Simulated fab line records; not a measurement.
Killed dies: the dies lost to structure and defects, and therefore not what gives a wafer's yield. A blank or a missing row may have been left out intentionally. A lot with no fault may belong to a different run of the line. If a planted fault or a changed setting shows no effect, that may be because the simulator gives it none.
fab line records	flow sky130
record: lots: 24	wafers: 72	last-day: 51
route steps=708 shown PWDE@54 LI_CONTACT@385 LOCAL_INTERCONNECT@402 METAL1@450 METAL4@602 METAL5@667
lots with no fault: from the same line, run without faults
start-h: start of the lot's first displayed wafer, in hours after the record's first day	wait-h: time in hours since the lot's previous step	" unchanged from the row above	L1.1+2: a row that stands for several wafers	- either no value or no given start	* or withheld: withheld	< > ~ a bound
route shown NAME@n: names a module that has steps shown in the file, with the first one's number in the route	usual: average and standard deviation across the fault-free wafers	same: alike in all rows	chamber/n: place in a boat	sites: the reading at each site	_std_site: standard deviation of those values	_edge_site: the outer-site mean with the inner-site mean subtracted	radius-mm: for every site, how far away it sits from the centre of the wafer	mask NAME#n: copy n	behind: the last tool/chamber to shape the wafer	hold: the reason the lot was held/the length of the hold in hours/how it ended	device: names the non-switching transistor (n, p or np)	end of line: the same wafers' tests at the end of the route	a step given without rows: its recipe and nothing more	killed: not the wafer's yield, but the dies lost to structure and defects at the first sort	map: per-die view of a wafer (x killed, . not killed, _ where there is no die)
set.NAME: the run value of the setting; set.NAME@STEP: its run value at that earlier step	model.NAME: the simulator's own value behind a step, which no gauge read
steps of the route over a sample of lots; a table a step, a row a wafer
services: from which hour (start-h, from the record's first day; less than 0 if before it) a tool's chamber was out of use, for how many hours, and why
== steps ==
step: SKY_PWDE_STRIP_09
recipe: chemistry: O2/N2	power-w: 1400	pressure-mtorr: 1500	platen-temp-c: withheld	o2-flow-sccm: 3000	n2-flow-sccm: 300	overash-fraction: 0.5
usual: drypump-motor-current-A: 5.8/0.41	n2-flow-sccm: 300.0/0.99	oes-product-au: 0.722/0.0042	strip-time-to-endpoint-s: 36.91/0.1
lot.wafer	tool	chamber	start-h	wait-h	drypump-motor-current-A	n2-flow-sccm	oes-product-au	rf-hours-counter-h	strip-time-to-endpoint-s
L074.1	plasma-asher-04	0	80.22	0.1	6.2	301.3	0.725	39	36.85
L074.4	"	0	"	"	6.2	301.1	0.726	-	36.89
L074.5	"	0	"	"	6.2	301.2	0.725	-	36.85
L075.1	plasma-asher-02	1	80.57	0.1	6.3	300.3	0.722	39	36.97
L075.3	"	0	"	"	5.7	300.3	0.721	-	37.01
L075.5	"	1	"	"	6.3	300.4	0.723	-	36.98
L076.2	plasma-asher-01	1	87.74	0.1	5.7	299.6	0.719	39	37.03
L076.5	"	0	"	"	5.0	301.6	0.718	-	37.12
L076.6	"	1	"	"	5.7	300.4	0.723	-	37.03
L077.3	plasma-asher-01	0	90.25	0.1	5.0	298.9	0.723	-	36.89
L077.4	"	1	"	"	5.7	301.1	0.730	-	36.89
L077.5	"	0	"	"	5.0	299.7	0.721	-	36.83
L078.2	plasma-asher-04	0	95.99	0.1	6.2	301.7	0.721	40	37.12
L078.3	"	1	"	"	5.7	298.9	0.726	-	37.11
L078.6	"	1	"	"	5.7	301.1	0.725	-	37.11
L079.3	plasma-asher-01	0	104.07	0.1	5.0	298.9	0.720	-	37.16
L079.5	"	0	"	"	5.0	299.2	0.718	-	37.00
L079.6	"	1	"	"	5.7	299.1	0.722	-	36.99
L080.1	plasma-asher-01	1	107.04	0.1	5.7	299.1	0.723	41	36.91
L080.2	"	0	"	"	5.0	299.2	0.716	41	36.83
L080.5	"	0	"	"	5.0	299.3	0.722	-	36.93
L081.1	plasma-asher-04	0	112.84	0.1	6.2	298.9	0.727	42	36.97
L081.4	"	0	"	"	6.2	299.7	0.719	-	36.86
L081.5	"	0	"	"	6.2	299.9	0.720	-	36.78
L082.1	plasma-asher-04	1	120.69	0.1	5.7	299.4	0.722	43	36.80
L082.3	"	0	"	"	6.2	299.8	0.720	-	36.82
L082.6	"	0	"	"	6.2	299.2	0.725	-	36.86
L083.2	plasma-asher-04	1	121.49	0.1	5.7	299.7	0.719	43	36.88
L083.4	"	1	"	"	5.7	301.1	0.722	-	36.75
L083.6	"	1	"	"	5.6	300.1	0.713	-	36.86
L084.1	plasma-asher-04	0	127.82	0.1	6.2	300.6	0.726	44	36.88
L084.5	"	0	"	"	6.2	298.9	0.719	-	36.87
L084.6	"	1	"	"	5.6	301.2	0.720	-	36.89
L085.4	plasma-asher-04	0	132.17	0.1	6.2	299.4	0.725	-	36.82
L085.5	"	1	"	"	5.7	299.4	0.721	-	36.80
L085.6	"	0	"	"	6.2	300.2	0.726	-	36.90
L086.1	plasma-asher-01	1	143.68	0.1	5.7	299.6	0.720	45	36.86
L086.3	"	1	"	"	5.7	298.4	0.720	-	36.97
L086.6	"	0	"	"	5.0	299.6	0.725	-	36.91
L087.2	plasma-asher-02	1	145.93	0.1	6.3	301.2	0.721	3	37.03
L087.4	"	1	"	"	6.3	300.3	0.717	-	37.04
L087.6	"	0	"	"	5.7	298.4	0.716	-	37.07
L088.1	plasma-asher-04	1	152.33	0.1	5.7	299.4	0.716	46	36.92
L088.4	"	0	"	"	6.2	300.4	0.719	-	36.82
L088.6	"	0	"	"	6.1	300.4	0.727	-	36.95
L089.2	plasma-asher-04	0	152.68	0.1	6.2	301.5	0.726	46	36.86
L089.3	"	1	"	"	5.7	299.6	0.716	-	36.84
L089.4	"	0	"	"	6.2	300.7	0.714	-	36.90
L090.1	plasma-asher-02	1	159.02	0.1	6.4	300.2	0.717	4	36.85
L090.3	"	0	"	"	5.7	298.7	0.722	-	36.85
L090.4	"	1	"	"	6.3	300.2	0.724	-	36.75
L091.3	plasma-asher-04	1	164.77	0.1	5.6	300.9	0.724	-	37.00
L091.5	"	0	"	"	6.2	301.5	0.726	-	36.86
L091.6	"	1	"	"	5.7	301.1	0.721	-	36.84
L092.1	plasma-asher-01	1	171.13	0.1	5.7	298.8	0.725	48	36.81
L092.3	"	0	"	"	5.0	299.1	0.723	-	36.79
L092.6	"	1	"	"	5.7	300.1	0.715	-	36.85
L093.2	plasma-asher-02	0	174.97	0.1	5.7	298.6	0.725	6	36.92
L093.3	"	0	"	"	5.7	299.1	0.723	-	37.09
L093.5	"	0	"	"	5.7	299.2	0.722	-	36.99
L094.1	plasma-asher-04	0	183.58	0.1	6.1	301.4	0.722	49	36.72
L094.3	"	1	"	"	5.6	299.0	0.731	-	36.81
L094.5	"	1	"	"	5.7	300.7	0.730	-	36.85
L095.1	plasma-asher-04	0	196.22	0.1	6.2	301.0	0.732	51	36.88
L095.3	"	1	"	"	5.7	301.8	0.728	-	36.83
L095.6	"	1	"	"	5.7	301.7	0.712	-	36.79
L096.2	plasma-asher-02	0	198.17	0.1	5.7	298.9	0.719	7	36.88
L096.5	"	0	"	"	5.7	298.5	0.722	-	36.93
L096.6	"	1	"	"	6.3	299.8	0.721	-	36.91
L097.4	plasma-asher-01	1	202.77	0.1	5.7	300.1	0.726	-	36.98
L097.5	"	0	"	"	5.0	298.1	0.725	-	36.99
L097.6	"	1	"	"	5.7	301.3	0.732	-	36.98
step: SKY_LI_CONTACT_THK_MEAS_23
recipe: thk-meas-gauge: xrf	reads: W_of_LI_CONTACT_CVD_21
usual: LI_CONTACT_W_THK: 414/5.7
lot.wafer	tool	chamber	start-h	wait-h	LI_CONTACT_W_THK[nm]
L075.1	film-metro-02	-	708.91	0.1	410
L075.3	"	-	"	"	409
L075.5	"	-	"	"	415
L074.1	film-metro-04	-	709.36	0.1	417
L074.4	"	-	"	"	413
L074.5	"	-	"	"	413
L076.2	film-metro-04	-	719.82	0.1	412
L076.5	"	-	"	"	420
L076.6	"	-	"	"	417
L077.3	film-metro-03	-	722.81	0.1	406
L077.4	"	-	"	"	409
L077.5	"	-	"	"	410
L078.2	film-metro-04	-	731.09	0.1	421
L078.3	"	-	"	"	417
L078.6	"	-	"	"	416
L079.3	film-metro-02	-	741.83	0.1	409
L079.5	"	-	"	"	415
L079.6	"	-	"	"	411
L080.1	film-metro-03	-	748.25	0.1	401
L080.2	"	-	"	"	402
L080.5	"	-	"	"	403
L081.1	film-metro-02	-	755.74	0.1	412
L081.4	"	-	"	"	413
L081.5	"	-	"	"	419
L082.1	film-metro-04	-	760.81	0.1	411
L082.3	"	-	"	"	423
L082.6	"	-	"	"	427
L083.2	film-metro-04	-	762.52	0.1	422
L083.4	"	-	"	"	422
L083.6	"	-	"	"	425
L084.1	film-metro-02	-	773.03	0.1	409
L084.5	"	-	"	"	423
L084.6	"	-	"	"	412
L085.4	film-metro-04	-	781.08	0.1	420
L085.5	"	-	"	"	426
L085.6	"	-	"	"	417
L086.1	film-metro-04	-	800.56	0.1	413
L086.3	"	-	"	"	416
L086.6	"	-	"	"	413
L087.2	film-metro-02	-	801.28	0.1	408
L087.4	"	-	"	"	421
L087.6	"	-	"	"	419
L088.1	film-metro-03	-	810.11	0.1	402
L088.4	"	-	"	"	404
L088.6	"	-	"	"	405
L089.2	film-metro-02	-	810.50	0.1	413
L089.3	"	-	"	"	409
L089.4	"	-	"	"	413
L090.1	film-metro-04	-	814.33	0.1	410
L090.3	"	-	"	"	411
L090.4	"	-	"	"	411
L091.3	film-metro-02	-	827.19	0.1	415
L091.5	"	-	"	"	412
L091.6	"	-	"	"	417
L092.1	film-metro-03	-	830.91	0.1	410
L092.3	"	-	"	"	405
L092.6	"	-	"	"	413
L093.2	film-metro-04	-	840.88	0.1	416
L093.3	"	-	"	"	415
L093.5	"	-	"	"	415
L094.1	film-metro-03	-	846.38	0.1	418
L094.3	"	-	"	"	405
L094.5	"	-	"	"	403
L095.1	film-metro-04	-	861.86	0.1	414
L095.3	"	-	"	"	415
L095.6	"	-	"	"	418
L096.2	film-metro-04	-	864.41	0.1	421
L096.5	"	-	"	"	421
L096.6	"	-	"	"	419
L097.4	film-metro-02	-	868.71	0.1	420
L097.5	"	-	"	"	417
L097.6	"	-	"	"	416
step: SKY_LOCAL_INTERCONNECT_STRIP_15
recipe: chemistry: O2/N2	power-w: 1400	pressure-mtorr: 1500	platen-temp-c: withheld	o2-flow-sccm: 3000	n2-flow-sccm: 300	overash-fraction: 0.5
usual: drypump-motor-current-A: 5.7/0.38	n2-flow-sccm: 300.0/0.86	oes-product-au: 0.426/0.0043	strip-time-to-endpoint-s: 4.710/0.017
lot.wafer	tool	chamber	start-h	wait-h	drypump-motor-current-A	n2-flow-sccm	oes-product-au	rf-hours-counter-h	strip-time-to-endpoint-s
L075.1	plasma-asher-02	0	738.37	0.0	5.7	300.5	0.427	55	4.700
L075.3	"	1	"	"	6.3	298.5	0.423	-	4.701
L075.5	"	1	"	"	6.4	297.9	0.431	-	4.721
L074.1	plasma-asher-02	0	738.72	0.0	5.7	299.8	0.436	55	4.725
L074.4	"	1	"	"	6.4	300.1	0.422	-	4.724
L074.5	"	0	"	"	5.7	299.8	0.429	-	4.733
L076.2	plasma-asher-03	0	749.48	0.1	5.7	300.2	0.422	94	4.719
L076.5	"	0	"	"	5.7	299.4	0.421	-	4.689
L076.6	"	1	"	"	5.6	300.7	0.427	-	4.693
L077.3	plasma-asher-03	0	752.25	0.1	5.7	299.2	0.423	-	4.685
L077.4	"	1	"	"	5.6	299.6	0.426	-	4.718
L077.5	"	0	"	"	5.7	298.8	0.427	-	4.703
L078.2	plasma-asher-02	1	760.53	0.1	6.3	297.8	0.426	57	4.701
L078.3	"	0	"	"	5.7	299.9	0.424	-	4.717
L078.6	"	0	"	"	5.7	300.7	0.429	-	4.701
L079.3	plasma-asher-03	0	769.71	0.1	5.7	298.4	0.421	-	4.690
L079.5	"	0	"	"	5.7	299.2	0.435	-	4.683
L079.6	"	1	"	"	5.6	300.1	0.418	-	4.718
L080.1	plasma-asher-03	1	776.27	0.0	5.6	299.8	0.429	97	4.726
L080.2	"	0	"	"	5.7	301.8	0.423	97	4.714
L080.5	"	1	"	"	5.6	300.9	0.435	-	4.731
L081.1	plasma-asher-02	1	784.07	0.0	6.4	299.4	0.425	60	4.693
L081.4	"	1	"	"	6.3	300.1	0.424	-	4.694
L081.5	"	1	"	"	6.3	299.8	0.423	-	4.699
L082.1	plasma-asher-01	0	789.02	0.0	5.0	301.5	0.423	5	4.702
L082.3	"	1	"	"	5.7	300.0	0.425	-	4.701
L082.6	"	0	"	"	5.0	300.2	0.431	-	4.719
L083.2	plasma-asher-03	1	790.32	0.0	5.6	299.8	0.432	98	4.685
L083.4	"	1	"	"	5.6	299.5	0.427	-	4.707
L083.6	"	1	"	"	5.6	300.6	0.431	-	4.691
L084.1	plasma-asher-02	1	801.52	0.0	6.4	298.9	0.429	61	4.707
L084.5	"	0	"	"	5.7	299.4	0.424	-	4.690
L084.6	"	1	"	"	6.4	298.5	0.423	-	4.700
L085.4	plasma-asher-03	1	808.45	0.1	5.6	301.1	0.422	-	4.708
L085.5	"	1	"	"	5.6	301.3	0.432	-	4.704
L085.6	"	0	"	"	5.7	300.6	0.421	-	4.719
L086.1	plasma-asher-01	0	828.21	0.0	5.0	300.6	0.426	9	4.732
L086.3	"	1	"	"	5.7	300.0	0.428	-	4.700
L086.6	"	0	"	"	5.0	300.7	0.430	-	4.706
L087.2	plasma-asher-02	0	829.52	0.0	5.7	299.2	0.428	64	4.713
L087.4	"	0	"	"	5.7	299.8	0.420	-	4.721
L087.6	"	1	"	"	6.3	299.9	0.427	-	4.738
L088.1	plasma-asher-02	0	838.27	0.0	5.7	299.3	0.431	65	4.684
L088.4	"	1	"	"	6.3	299.2	0.421	-	4.683
L088.6	"	0	"	"	5.7	299.7	0.429	-	4.723
L089.2	plasma-asher-01	0	838.27	0.0	5.0	299.9	0.426	10	4.702
L089.3	"	0	"	"	5.0	299.3	0.418	-	4.734
L089.4	"	1	"	"	5.7	300.0	0.432	-	4.746
L090.1	plasma-asher-01	1	842.17	0.0	5.7	300.7	0.421	10	4.730
L090.3	"	1	"	"	5.7	300.6	0.427	-	4.723
L090.4	"	0	"	"	5.0	301.0	0.428	-	4.697
L091.3	plasma-asher-01	0	854.87	0.1	5.0	300.0	0.423	-	4.728
L091.5	"	0	"	"	5.0	297.7	0.423	-	4.726
L091.6	"	1	"	"	5.7	301.2	0.428	-	4.695
L092.1	plasma-asher-02	0	860.22	0.0	5.7	299.0	0.424	67	4.680
L092.3	"	0	"	"	5.7	298.9	0.422	-	4.698
L092.6	"	0	"	"	5.7	299.8	0.429	-	4.722
L093.2	plasma-asher-03	0	867.87	0.0	5.7	300.4	0.431	105	4.699
L093.3	"	1	"	"	5.6	300.8	0.426	-	4.719
L093.5	"	1	"	"	5.6	300.9	0.426	-	4.702
L094.1	plasma-asher-03	1	873.37	0.0	5.6	300.6	0.429	106	4.735
L094.3	"	0	"	"	5.7	300.3	0.427	-	4.704
L094.5	"	1	"	"	5.6	300.0	0.435	-	4.718
L095.1	plasma-asher-01	0	889.22	0.0	5.0	298.8	0.427	15	4.722
L095.3	"	1	"	"	5.6	298.5	0.421	-	4.731
L095.6	"	0	"	"	5.0	300.6	0.423	-	4.704
L096.2	plasma-asher-03	0	891.67	0.0	5.7	300.9	0.422	108	4.715
L096.5	"	0	"	"	5.7	300.8	0.421	-	4.734
L096.6	"	1	"	"	5.6	300.3	0.432	-	4.693
L097.4	plasma-asher-02	0	895.95	0.1	5.7	301.9	0.432	-	4.715
L097.5	"	0	"	"	5.7	302.1	0.429	-	4.705
L097.6	"	1	"	"	6.3	299.3	0.428	-	4.723
step: SKY_METAL1_OVL_MEAS_16
usual: METAL1_OVL: -2/5.7
lot.wafer	tool	chamber	start-h	wait-h	METAL1_OVL[nm]
L075.1	overlay-02	-	795.77	0.1	-5
L075.3	"	-	"	"	-9
L075.5	"	-	"	"	-6
L074.1	overlay-02	-	797.27	0.1	4
L074.4	"	-	"	"	8
L074.5	"	-	"	"	0
L076.2	overlay-01	-	806.96	0.1	-4
L076.5	"	-	"	"	-10
L076.6	"	-	"	"	-8
L077.3	overlay-01	-	808.73	0.1	-6
L077.4	"	-	"	"	2
L077.5	"	-	"	"	1
L078.2	overlay-01	-	818.52	0.1	-3
L078.3	"	-	"	"	-7
L078.6	"	-	"	"	-7
L079.3	overlay-01	-	827.69	0.1	-8
L079.5	"	-	"	"	-4
L079.6	"	-	"	"	0
L080.1	overlay-01	-	832.42	0.1	1
L080.2	"	-	"	"	3
L080.5	"	-	"	"	1
L081.1	overlay-02	-	841.27	0.1	-1
L081.4	"	-	"	"	4
L081.5	"	-	"	"	5
L082.1	overlay-02	-	844.37	0.1	-1
L082.3	"	-	"	"	0
L082.6	"	-	"	"	-3
L083.2	overlay-02	-	848.51	0.1	-3
L083.4	"	-	"	"	-7
L083.6	"	-	"	"	-3
L084.1	overlay-01	-	860.52	0.1	-3
L084.5	"	-	"	"	-2
L084.6	"	-	"	"	-3
L085.4	overlay-01	-	866.24	0.1	0
L085.5	"	-	"	"	9
L085.6	"	-	"	"	5
L086.1	overlay-02	-	887.52	0.1	-2
L086.3	"	-	"	"	-2
L086.6	"	-	"	"	6
L087.2	overlay-01	-	888.21	0.1	-12
L087.4	"	-	"	"	-8
L087.6	"	-	"	"	-9
L088.1	overlay-01	-	894.15	0.1	12
L088.4	"	-	"	"	8
L088.6	"	-	"	"	8
L089.2	overlay-02	-	895.28	0.1	4
L089.3	"	-	"	"	6
L089.4	"	-	"	"	3
L090.1	overlay-01	-	900.47	0.1	-6
L090.3	"	-	"	"	-6
L090.4	"	-	"	"	-6
L091.3	overlay-02	-	911.18	0.1	5
L091.5	"	-	"	"	0
L091.6	"	-	"	"	-1
L092.1	overlay-02	-	914.60	0.1	0
L092.3	"	-	"	"	-3
L092.6	"	-	"	"	-2
L093.2	overlay-01	-	924.53	0.1	-3
L093.3	"	-	"	"	-9
L093.5	"	-	"	"	-8
L094.1	overlay-02	-	929.20	0.1	-5
L094.3	"	-	"	"	-9
L094.5	"	-	"	"	-10
L095.1	overlay-01	-	944.45	0.1	-10
L095.3	"	-	"	"	-14
L095.6	"	-	"	"	-14
L096.2	overlay-01	-	946.81	0.1	-3
L096.5	"	-	"	"	6
L096.6	"	-	"	"	2
L097.4	overlay-01	-	950.89	0.1	-1
L097.5	"	-	"	"	-3
L097.6	"	-	"	"	2
step: SKY_METAL4_SPUTTER_04
recipe: material: TiN	target-thk-nm: 70	power-w: 6500	time-s: 58.3	chamber-pressure-pa: 0.4
usual: chamber-pressure-pa: 0.4001/0.00083	throttle-valve-pct: 30.1/1
lot.wafer	tool	chamber	start-h	wait-h	chamber-pressure-pa	throttle-valve-pct
L075.1	pvd-sputter-02	-	961.94	0.0	0.4011	31.0
L075.3	"	-	"	"	0.4012	30.0
L075.5	"	-	"	"	0.4006	29.7
L074.1	pvd-sputter-03	-	962.86	0.0	0.4007	30.3
L074.4	"	-	"	"	0.4011	28.5
L074.5	"	-	"	"	0.4001	29.6
L076.2	pvd-sputter-02	-	975.15	0.0	0.4000	29.9
L076.5	"	-	"	"	0.4013	29.7
L076.6	"	-	"	"	0.3995	31.3
L077.3	pvd-sputter-01	-	975.92	0.0	0.4023	31.7
L077.4	"	-	"	"	0.4006	28.6
L077.5	"	-	"	"	0.3990	28.8
L078.2	pvd-sputter-01	-	986.17	0.0	0.4004	31.9
L078.3	"	-	"	"	0.3999	30.2
L078.6	"	-	"	"	0.3996	28.4
L079.3	pvd-sputter-01	-	992.84	0.0	0.4007	30.2
L079.5	"	-	"	"	0.3981	30.2
L079.6	"	-	"	"	0.4013	31.7
L080.1	pvd-sputter-01	-	998.03	0.0	0.3995	28.7
L080.2	"	-	"	"	0.3999	31.7
L080.5	"	-	"	"	0.3996	30.2
L081.1	pvd-sputter-01	-	1006.73	0.0	0.3993	28.7
L081.4	"	-	"	"	0.3995	29.0
L081.5	"	-	"	"	0.4016	30.3
L082.1	pvd-sputter-03	-	1009.37	0.0	0.4005	30.8
L082.3	"	-	"	"	0.4015	29.9
L082.6	"	-	"	"	0.4005	30.6
L083.2	pvd-sputter-03	-	1014.42	0.0	0.3991	29.8
L083.4	"	-	"	"	0.4004	30.2
L083.6	"	-	"	"	0.4012	30.0
L084.1	pvd-sputter-02	-	1020.37	0.0	0.4000	30.1
L084.5	"	-	"	"	0.4005	29.7
L084.6	"	-	"	"	0.4000	30.2
L085.4	pvd-sputter-02	-	1027.01	0.0	0.4022	30.1
L085.5	"	-	"	"	0.3995	30.9
L085.6	"	-	"	"	0.4020	30.4
L087.2	pvd-sputter-01	-	1045.75	0.0	0.3990	29.2
L087.4	"	-	"	"	0.4015	28.6
L087.6	"	-	"	"	0.4005	30.2
L086.1	pvd-sputter-03	-	1046.08	0.0	0.3999	30.4
L086.3	"	-	"	"	0.3989	31.5
L086.6	"	-	"	"	0.3997	29.7
L088.1	pvd-sputter-03	-	1050.02	0.0	0.3992	31.3
L088.4	"	-	"	"	0.3998	31.5
L088.6	"	-	"	"	0.3996	29.7
L089.2	pvd-sputter-03	-	1051.72	0.0	0.4004	30.2
L089.3	"	-	"	"	0.4014	31.7
L089.4	"	-	"	"	0.4005	31.4
L090.1	pvd-sputter-01	-	1057.22	0.0	0.4014	31.6
L090.3	"	-	"	"	0.4003	30.0
L090.4	"	-	"	"	0.4005	28.9
L091.3	pvd-sputter-03	-	1065.52	0.0	0.3979	28.8
L091.5	"	-	"	"	0.4008	30.3
L091.6	"	-	"	"	0.4014	31.6
L092.1	pvd-sputter-03	-	1068.25	0.0	0.4002	30.4
L092.3	"	-	"	"	0.4013	29.9
L092.6	"	-	"	"	0.4002	29.6
L093.2	pvd-sputter-03	-	1079.16	0.0	0.3999	30.5
L093.3	"	-	"	"	0.4007	28.6
L093.5	"	-	"	"	0.4000	28.8
L094.1	pvd-sputter-01	-	1081.37	0.0	0.3995	31.5
L094.3	"	-	"	"	0.3996	30.2
L094.5	"	-	"	"	0.3994	31.5
L095.1	pvd-sputter-02	-	1096.28	0.0	0.4011	29.7
L095.3	"	-	"	"	0.4004	29.6
L095.6	"	-	"	"	0.4000	29.5
L096.2	pvd-sputter-01	-	1097.55	0.0	0.3998	28.7
L096.5	"	-	"	"	0.4001	28.8
L096.6	"	-	"	"	0.3990	31.5
L097.4	pvd-sputter-02	-	1101.75	0.0	0.4003	29.8
L097.5	"	-	"	"	0.3997	30.0
L097.6	"	-	"	"	0.4000	31.0
step: SKY_METAL5_THK_MEAS_06
recipe: thk-meas-gauge: xrf	reads: AlCu_of_METAL5_SPUTTER_02
usual: METAL5_ALCU_THK: 1161/16
lot.wafer	tool	chamber	start-h	wait-h	METAL5_ALCU_THK[nm]
L075.1	film-metro-02	-	1037.31	0.1	1158
L075.3	"	-	"	"	1185
L075.5	"	-	"	"	1198
L074.1	film-metro-02	-	1038.29	0.1	1160
L074.4	"	-	"	"	1169
L074.5	"	-	"	"	1168
L076.2	film-metro-04	-	1049.48	0.1	1163
L076.5	"	-	"	"	1182
L076.6	"	-	"	"	1152
L077.3	film-metro-04	-	1049.79	0.1	1190
L077.4	"	-	"	"	1181
L077.5	"	-	"	"	1199
L078.2	film-metro-01	-	1059.89	0.1	1128
L078.3	"	-	"	"	1159
L078.6	"	-	"	"	1151
L079.3	film-metro-01	-	1064.80	0.1	1152
L079.5	"	-	"	"	1155
L079.6	"	-	"	"	1175
L080.1	film-metro-01	-	1072.01	0.1	1151
L080.2	"	-	"	"	1160
L080.5	"	-	"	"	1165
L081.1	film-metro-02	-	1079.31	0.1	1143
L081.4	"	-	"	"	1135
L081.5	"	-	"	"	1134
L082.1	film-metro-04	-	1081.18	0.1	1162
L082.3	"	-	"	"	1192
L082.6	"	-	"	"	1169
L083.2	film-metro-02	-	1085.63	0.1	1167
L083.4	"	-	"	"	1139
L083.6	"	-	"	"	1151
L084.1	film-metro-04	-	1090.82	0.1	1171
L084.5	"	-	"	"	1152
L084.6	"	-	"	"	1163
L085.4	film-metro-04	-	1098.37	0.1	1147
L085.5	"	-	"	"	1145
L085.6	"	-	"	"	1154
L086.1	film-metro-01	-	1114.04	0.1	1179
L086.3	"	-	"	"	1189
L086.6	"	-	"	"	1169
L087.2	film-metro-02	-	1114.04	0.1	1181
L087.4	"	-	"	"	1173
L087.6	"	-	"	"	1177
L088.1	film-metro-04	-	1118.72	0.1	1182
L088.4	"	-	"	"	1189
L088.6	"	-	"	"	1181
L089.2	film-metro-01	-	1120.72	0.1	1152
L089.3	"	-	"	"	1163
L089.4	"	-	"	"	1145
L090.1	film-metro-01	-	1125.00	0.1	1145
L090.3	"	-	"	"	1159
L090.4	"	-	"	"	1161
L091.3	film-metro-02	-	1132.94	0.1	1161
L091.5	"	-	"	"	1167
L091.6	"	-	"	"	1168
L092.1	film-metro-04	-	1134.65	0.1	1176
L092.3	"	-	"	"	1172
L092.6	"	-	"	"	1166
L093.2	film-metro-01	-	1144.38	0.1	1141
L093.3	"	-	"	"	1132
L093.5	"	-	"	"	1139
L094.1	film-metro-04	-	1147.51	0.1	1171
L094.3	"	-	"	"	1180
L094.5	"	-	"	"	1181
L095.1	film-metro-01	-	1159.76	0.1	1157
L095.3	"	-	"	"	1153
L095.6	"	-	"	"	1157
L096.2	film-metro-02	-	1162.32	0.1	1139
L096.5	"	-	"	"	1136
L096.6	"	-	"	"	1133
L097.4	film-metro-01	-	1166.38	0.1	1147
L097.5	"	-	"	"	1154
L097.6	"	-	"	"	1130
== services ==
tool	chamber	start-h	hours	kind
plasma-asher-02	-	108.80	9.0	pm
plasma-asher-04	-	139.27	1.2	repair
plasma-asher-02	-	182.09	9.5	repair
plasma-asher-01	-	247.29	0.4	repair
plasma-asher-02	-	258.90	4.5	repair
plasma-asher-04	-	420.62	2.8	pm
plasma-asher-04	-	423.37	9.0	pm
plasma-asher-02	-	430.04	33.2	repair
plasma-asher-02	-	454.51	1.5	repair
plasma-asher-01	-	489.92	2.8	repair
plasma-asher-02	-	540.25	4.5	repair
plasma-asher-02	-	610.50	2.8	pm
plasma-asher-01	-	613.28	2.8	pm
plasma-asher-02	-	647.92	0.8	repair
plasma-asher-01	-	708.97	1.2	repair
plasma-asher-02	-	709.48	14.6	pm
plasma-asher-01	-	733.75	9.0	pm
plasma-asher-02	-	737.52	0.7	repair
plasma-asher-02	-	802.50	4.5	repair
plasma-asher-02	-	882.30	0.4	repair
plasma-asher-01	-	894.47	7.6	repair
plasma-asher-02	-	953.58	6.3	repair
plasma-asher-01	-	964.30	4.3	pm
plasma-asher-02	-	1067.98	1.8	repair
== key ==
fault none
